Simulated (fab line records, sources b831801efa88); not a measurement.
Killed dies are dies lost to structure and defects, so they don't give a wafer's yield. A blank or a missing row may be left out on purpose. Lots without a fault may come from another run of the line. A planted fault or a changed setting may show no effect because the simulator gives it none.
Which tool did it? | flow sky130 | 24 lots, 72 wafers sampled, at 6 steps of a route of 708

WHAT THE GAUGES READ, wafer by wafer
SKY_NWELL_TW_MEAS_26. Usual: NWELL_2_TW 499, standard deviation 7.
lot  | measured     | on            | NWELL_2_TW  | flag
L074 | day 5 05:20  | film_metro-02 | 494 495 493 |
L075 | day 5 10:31  | film_metro-04 | 494 493 492 |
L076 | day 5 15:53  | film_metro-02 | 492 494 493 |
L077 | day 5 22:23  | film_metro-03 | 503 506 505 |
L078 | day 6 07:01  | film_metro-03 | 504 506 502 |
L079 | day 6 18:52  | film_metro-04 | 496 492 494 |
L080 | day 6 23:22  | film_metro-03 | 506 503 505 |
L081 | day 7 09:01  | film_metro-02 | 497 494 493 |
L082 | day 7 11:56  | film_metro-04 | 490 491 493 |
L083 | day 7 19:32  | film_metro-04 | 490 491 490 |
L084 | day 7 22:29  | film_metro-02 | 492 493 495 |
L085 | day 8 06:07  | film_metro-03 | 505 503 506 |
L086 | day 8 12:40  | film_metro-04 | 486 485 488 |
L087 | day 8 14:10  | film_metro-02 | 491 487 492 |
L088 | day 8 20:31  | film_metro-03 | 502 507 502 |
L089 | day 9 01:14  | film_metro-03 | 505 502 503 |
L090 | day 9 07:53  | film_metro-03 | 506 508 505 |
L091 | day 9 13:49  | film_metro-04 | 490 492 491 |
L092 | day 9 20:10  | film_metro-03 | 505 505 506 |
L093 | day 10 03:44 | film_metro-03 | 507 508 509 |
L094 | day 10 13:10 | film_metro-03 | 505 507 506 |
L095 | day 10 14:41 | film_metro-03 | 504 506 504 |
L096 | day 10 18:32 | film_metro-03 | 506 506 505 |
L097 | day 11 06:00 | film_metro-03 | 502 505 505 |

SKY_METAL1_CD_MEAS_15: target cd 140 nm. Usual: cd_nm 140.1 nm, standard deviation 1.8.
lot  | measured     | on        | cd_nm (nm)        | flag
L074 | day 32 15:54 | cd_sem-01 | 141.5 141.1 143.1 |
L075 | day 32 21:35 | cd_sem-01 | 140.0 140.5 140.5 |
L076 | day 32 22:19 | cd_sem-01 | 137.7 140.8 140.1 |
L077 | day 33 18:28 | cd_sem-02 | 137.9 138.8 139.6 |
L078 | day 33 20:53 | cd_sem-02 | 139.3 137.6 140.7 |
L079 | day 34 18:50 | cd_sem-01 | 138.5 139.2 138.6 |
L080 | day 34 20:23 | cd_sem-02 | 138.7 138.9 139.5 |
L081 | day 36 04:08 | cd_sem-01 | 142.5 141.6 141.0 |
L082 | day 36 01:21 | cd_sem-01 | 137.8 139.1 137.9 |
L083 | day 36 05:27 | cd_sem-01 | 141.9 139.4 142.3 |
L084 | day 36 04:31 | cd_sem-01 | 141.7 141.2 141.5 |
L085 | day 36 10:50 | cd_sem-02 | 138.8 139.3 137.3 |
L086 | day 36 17:56 | cd_sem-01 | 140.0 138.3 140.5 |
L087 | day 36 22:05 | cd_sem-02 | 142.7 142.4 142.4 |
L088 | day 37 03:50 | cd_sem-01 | 139.7 139.6 139.6 |
L089 | day 37 09:40 | cd_sem-01 | 142.6 142.6 142.9 |
L090 | day 37 10:09 | cd_sem-01 | 142.5 140.7 142.2 |
L091 | day 38 04:26 | cd_sem-01 | 136.9 137.3 138.7 |
L092 | day 38 05:05 | cd_sem-01 | 140.7 137.9 140.3 |
L093 | day 38 14:18 | cd_sem-01 | 137.8 139.9 137.3 |
L094 | day 39 01:11 | cd_sem-02 | 139.8 141.2 139.8 |
L095 | day 39 03:04 | cd_sem-02 | 138.8 138.5 138.6 |
L096 | day 39 05:40 | cd_sem-02 | 140.0 139.4 141.2 |
L097 | day 39 18:12 | cd_sem-01 | 141.3 141.9 142.4 |

SKY_VIA3_THK_MEAS_23: measures by xrf. Usual: VIA3_W_THK 397 nm, standard deviation 8.9.
lot  | measured     | on            | VIA3_W_THK (nm) | flag
L074 | day 39 14:44 | film_metro-02 | 392 396 384     |
L075 | day 39 18:14 | film_metro-04 | 413 403 411     |
L076 | day 39 20:21 | film_metro-01 | 387 391 391     |
L077 | day 40 13:52 | film_metro-01 | 392 382 389     |
L078 | day 40 15:35 | film_metro-01 | 384 380 393     |
L079 | day 41 11:56 | film_metro-02 | 389 402 405     |
L080 | day 41 13:17 | film_metro-02 | 400 399 400     |
L081 | day 42 19:01 | film_metro-04 | 407 396 397     |
L082 | day 42 17:02 | film_metro-02 | 380 402 387     |
L083 | day 42 19:52 | film_metro-02 | 398 396 388     |
L084 | day 42 19:34 | film_metro-04 | 393 411 394     |
L085 | day 43 01:13 | film_metro-02 | 395 388 391     |
L086 | day 43 06:24 | film_metro-02 | 387 402 400     |
L087 | day 43 08:20 | film_metro-02 | 392 400 401     |
L088 | day 43 15:22 | film_metro-04 | 413 394 398     |
L089 | day 43 20:19 | film_metro-02 | 396 410 392     |
L090 | day 43 21:47 | film_metro-01 | 385 398 399     |
L091 | day 44 11:32 | film_metro-04 | 414 402 408     |
L092 | day 44 12:05 | film_metro-04 | 410 405 398     |
L093 | day 44 22:09 | film_metro-02 | 388 399 383     |
L094 | day 45 05:40 | film_metro-04 | 400 413 399     |
L095 | day 45 08:23 | film_metro-04 | 404 410 409     |
L096 | day 45 10:05 | film_metro-02 | 404 404 386     |
L097 | day 45 22:00 | film_metro-04 | 403 395 417     |

SKY_CAP2M_OVL_MEAS_12. Usual: CAP2M_OVL 0.2 nm, standard deviation 1.5.
lot  | measured     | on         | CAP2M_OVL (nm) | flag
L074 | day 40 15:23 | overlay-01 | -2.3 -1.6 -0.6 |
L075 | day 40 18:47 | overlay-02 | 1.6 1.9 2.3    |
L076 | day 40 20:50 | overlay-01 | 1.1 0.8 -1.1   |
L077 | day 41 14:27 | overlay-02 | 1.3 0.9 -0.5   |
L078 | day 41 16:44 | overlay-02 | 0.5 0.3 1.9    |
L079 | day 42 11:47 | overlay-02 | -0.1 1.8 1.9   |
L080 | day 42 13:41 | overlay-02 | 0.2 -0.5 0.8   |
L081 | day 43 17:50 | overlay-01 | -2.3 -3.9 -0.1 |
L082 | day 43 16:20 | overlay-01 | -1.3 -0.3 -1.2 |
L083 | day 43 19:32 | overlay-01 | -0.5 -1.4 1.4  |
L084 | day 43 19:15 | overlay-02 | -1.1 0.0 -3.4  |
L085 | day 43 23:59 | overlay-02 | 1.0 1.0 1.2    |
L086 | day 44 05:26 | overlay-01 | 2.4 2.0 -0.4   |
L087 | day 44 07:38 | overlay-02 | 1.3 2.3 2.8    |
L088 | day 44 14:11 | overlay-02 | 1.6 2.5 2.6    |
L089 | day 44 19:42 | overlay-01 | -1.3 1.2 -0.7  |
L090 | day 44 21:17 | overlay-02 | 2.0 0.1 2.6    |
L091 | day 45 09:56 | overlay-01 | -2.8 -1.2 -2.1 |
L092 | day 45 10:50 | overlay-01 | -0.9 0.2 -0.7  |
L093 | day 45 19:50 | overlay-01 | -2.2 -0.3 -0.8 |
L094 | day 46 03:08 | overlay-01 | 0.0 0.8 1.1    |
L095 | day 46 05:41 | overlay-01 | 0.3 -0.4 -0.2  |
L096 | day 46 07:53 | overlay-01 | 1.6 1.5 1.3    |
L097 | day 46 18:56 | overlay-02 | -0.2 -0.4 1.1  |

WHICH TOOL RAN EACH LOT (tool, then ch and the chambers of the sampled wafers, then the start)
lot  | SKY_METAL1_ETCH_18                | SKY_METAL1_STRIP_20
L074 | rie_metal-01 ch 0, day 32 16:04   | plasma_asher-03 ch 0,1, day 32 16:13
L075 | rie_metal-04 ch 0,1, day 32 21:46 | plasma_asher-01 ch 0,1, day 32 21:55
L076 | rie_metal-03 ch 0,1, day 32 22:28 | plasma_asher-03 ch 0,1, day 32 22:38
L077 | rie_metal-03 ch 0,1, day 33 18:38 | plasma_asher-03 ch 0,1, day 33 18:49
L078 | rie_metal-04 ch 1, day 33 21:04   | plasma_asher-04 ch 0,1, day 33 21:13
L079 | rie_metal-01 ch 0,1, day 34 19:01 | plasma_asher-03 ch 0,1, day 34 19:11
L080 | rie_metal-04 ch 0,1, day 34 20:34 | plasma_asher-04 ch 0,1, day 34 20:44
L081 | rie_metal-03 ch 0,1, day 36 04:19 | plasma_asher-03 ch 0, day 36 04:28
L082 | rie_metal-04 ch 1, day 36 01:34   | plasma_asher-03 ch 0,1, day 36 01:52
L083 | rie_metal-03 ch 0,1, day 36 05:37 | plasma_asher-01 ch 0,1, day 36 05:46
L084 | rie_metal-04 ch 1, day 36 04:44   | plasma_asher-04 ch 0,1, day 36 05:02
L085 | rie_metal-03 ch 0,1, day 36 11:01 | plasma_asher-01 ch 0,1, day 36 11:10
L086 | rie_metal-03 ch 0, day 36 18:10   | plasma_asher-03 ch 0,1, day 36 18:28
L087 | rie_metal-01 ch 0,1, day 36 22:16 | plasma_asher-01 ch 0,1, day 36 22:26
L088 | rie_metal-03 ch 0, day 37 04:03   | plasma_asher-04 ch 0,1, day 37 04:22
L089 | rie_metal-04 ch 0,1, day 37 09:50 | plasma_asher-01 ch 0,1, day 37 10:01
L090 | rie_metal-01 ch 0, day 37 10:19   | plasma_asher-04 ch 0,1, day 37 10:28
L091 | rie_metal-04 ch 0,1, day 38 04:37 | plasma_asher-04 ch 0,1, day 38 04:46
L092 | rie_metal-03 ch 1, day 38 05:16   | plasma_asher-04 ch 0, day 38 05:25
L093 | rie_metal-03 ch 0,1, day 38 14:28 | plasma_asher-04 ch 0,1, day 38 14:37
L094 | rie_metal-04 ch 0,1, day 39 01:23 | plasma_asher-04 ch 0,1, day 39 01:32
L095 | rie_metal-01 ch 0, day 39 03:17   | plasma_asher-01 ch 1, day 39 03:34
L096 | rie_metal-04 ch 0, day 39 05:50   | plasma_asher-04 ch 0,1, day 39 05:59
L097 | rie_metal-03 ch 0,1, day 39 18:22 | plasma_asher-01 ch 0,1, day 39 18:31
- SKY_METAL1_ETCH_18: etches BARC in N2/H2, stops on SiO2, time 45.9 s, target depth 60 nm.
- SKY_METAL1_STRIP_20: strips in O2/N2.

WHAT THE TOOLS THEMSELVES READ (means of the sampled wafers that have a number; where no wafer has one, the mark that the record gives instead)
SKY_METAL1_ETCH_18. Usual: bias_w 99.92 W, standard deviation 0.29; drypump_motor_current_A 5.6 A, standard deviation 0.48; oes_product_au 0.854 a.u., standard deviation 0.0046; throttle_valve_pct 13.225 %, standard deviation 0.0086.
lot  | tool         | bias_w (W) | drypump_motor_current_A (A) | oes_product_au (a.u.) | throttle_valve_pct (%) | flag
L074 | rie_metal-01 | 99.67      | 6.3                         | 0.854                 | 13.222                 |
L075 | rie_metal-04 | 99.83      | 5.5                         | 0.855                 | 13.217                 |
L076 | rie_metal-03 | 99.98      | 5.7                         | 0.853                 | 13.217                 |
L077 | rie_metal-03 | 99.85      | 5.7                         | 0.850                 | 13.226                 |
L078 | rie_metal-04 | 100.10     | 5.9                         | 0.854                 | 13.223                 |
L079 | rie_metal-01 | 99.51      | 5.6                         | 0.852                 | 13.230                 |
L080 | rie_metal-04 | 99.73      | 5.1                         | 0.852                 | 13.229                 |
L081 | rie_metal-03 | 99.91      | 5.7                         | 0.853                 | 13.234                 |
L082 | rie_metal-04 | 100.27     | 5.9                         | 0.852                 | 13.230                 |
L083 | rie_metal-03 | 99.63      | 5.7                         | 0.858                 | 13.221                 |
L084 | rie_metal-04 | 99.88      | 5.9                         | 0.854                 | 13.220                 |
L085 | rie_metal-03 | 99.70      | 5.7                         | 0.855                 | 13.219                 |
L086 | rie_metal-03 | 100.35     | 5.6                         | 0.854                 | 13.222                 |
L087 | rie_metal-01 | 100.08     | 5.6                         | 0.854                 | 13.223                 |
L088 | rie_metal-03 | 100.11     | 5.6                         | 0.852                 | 13.219                 |
L089 | rie_metal-04 | 99.93      | 5.1                         | 0.856                 | 13.227                 |
L090 | rie_metal-01 | 99.98      | 6.3                         | 0.857                 | 13.230                 |
L091 | rie_metal-04 | 99.92      | 5.5                         | 0.855                 | 13.230                 |
L092 | rie_metal-03 | 100.11     | 6.0                         | 0.850                 | 13.234                 |
L093 | rie_metal-03 | 100.27     | 5.9                         | 0.853                 | 13.231                 |
L094 | rie_metal-04 | 100.01     | 5.1                         | 0.853                 | 13.231                 |
L095 | rie_metal-01 | 99.71      | 6.3                         | 0.854                 | 13.230                 |
L096 | rie_metal-04 | 99.89      | 4.7                         | 0.851                 | 13.233                 |
L097 | rie_metal-03 | 99.94      | 5.7                         | 0.854                 | 13.223                 |

SKY_METAL1_STRIP_20. Usual: drypump_motor_current_A 5.7 A, standard deviation 0.7; oes_product_au 0.342 a.u., standard deviation 0.0058; strip_time_to_endpoint_s 2.66 s, standard deviation 0.086.
lot  | tool            | drypump_motor_current_A (A) | oes_product_au (a.u.) | strip_time_to_endpoint_s (s) | flag
L074 | plasma_asher-03 | 5.7                         | 0.349                 | 2.75                         |
L075 | plasma_asher-01 | 5.9                         | 0.345                 | 2.69                         |
L076 | plasma_asher-03 | 5.6                         | 0.347                 | 2.66                         |
L077 | plasma_asher-03 | 5.6                         | 0.343                 | 2.60                         |
L078 | plasma_asher-04 | 5.4                         | 0.345                 | 2.68                         |
L079 | plasma_asher-03 | 5.6                         | 0.341                 | 2.72                         |
L080 | plasma_asher-04 | 6.0                         | 0.345                 | 2.70                         |
L081 | plasma_asher-03 | 5.8                         | 0.338                 | 2.60                         |
L082 | plasma_asher-03 | 5.7                         | 0.342                 | 2.67                         |
L083 | plasma_asher-01 | 5.5                         | 0.337                 | 2.59                         |
L084 | plasma_asher-04 | 5.4                         | 0.342                 | 2.68                         |
L085 | plasma_asher-01 | 5.6                         | 0.340                 | 2.61                         |
L086 | plasma_asher-03 | 5.7                         | 0.337                 | 2.54                         |
L087 | plasma_asher-01 | 5.6                         | 0.339                 | 2.69                         |
L088 | plasma_asher-04 | 6.0                         | 0.335                 | 2.53                         |
L089 | plasma_asher-01 | 5.5                         | 0.343                 | 2.71                         |
L090 | plasma_asher-04 | 6.0                         | 0.342                 | 2.71                         |
L091 | plasma_asher-04 | 5.3                         | 0.341                 | 2.66                         |
L092 | plasma_asher-04 | 6.7                         | 0.345                 | 2.75                         |
L093 | plasma_asher-04 | 5.4                         | 0.340                 | 2.68                         |
L094 | plasma_asher-04 | 5.4                         | 0.345                 | 2.67                         |
L095 | plasma_asher-01 | 6.2                         | 0.347                 | 2.72                         |
L096 | plasma_asher-04 | 6.0                         | 0.344                 | 2.69                         |
L097 | plasma_asher-01 | 5.5                         | 0.336                 | 2.55                         |

THE ANSWER, worked out from the rows above alone
Rule: a lot is off if the mean of its wafers that have a number lies more than 3 standard deviations from the usual mean. A lot without any number at a reading at which 4 lots or more have one is off too. The other lots that the step has rows for count as sound. The gauges are gone through in route order, then the tools' own readings, and for those a lot's mean is taken as printed above. The first step at which some lot is off is used, and at that step the reading that is off furthest; a lot without a number counts as furthest.
No lot is off at any reading shown: from this, nothing can be told.

WHAT THE SIMULATOR HAD PUT IN
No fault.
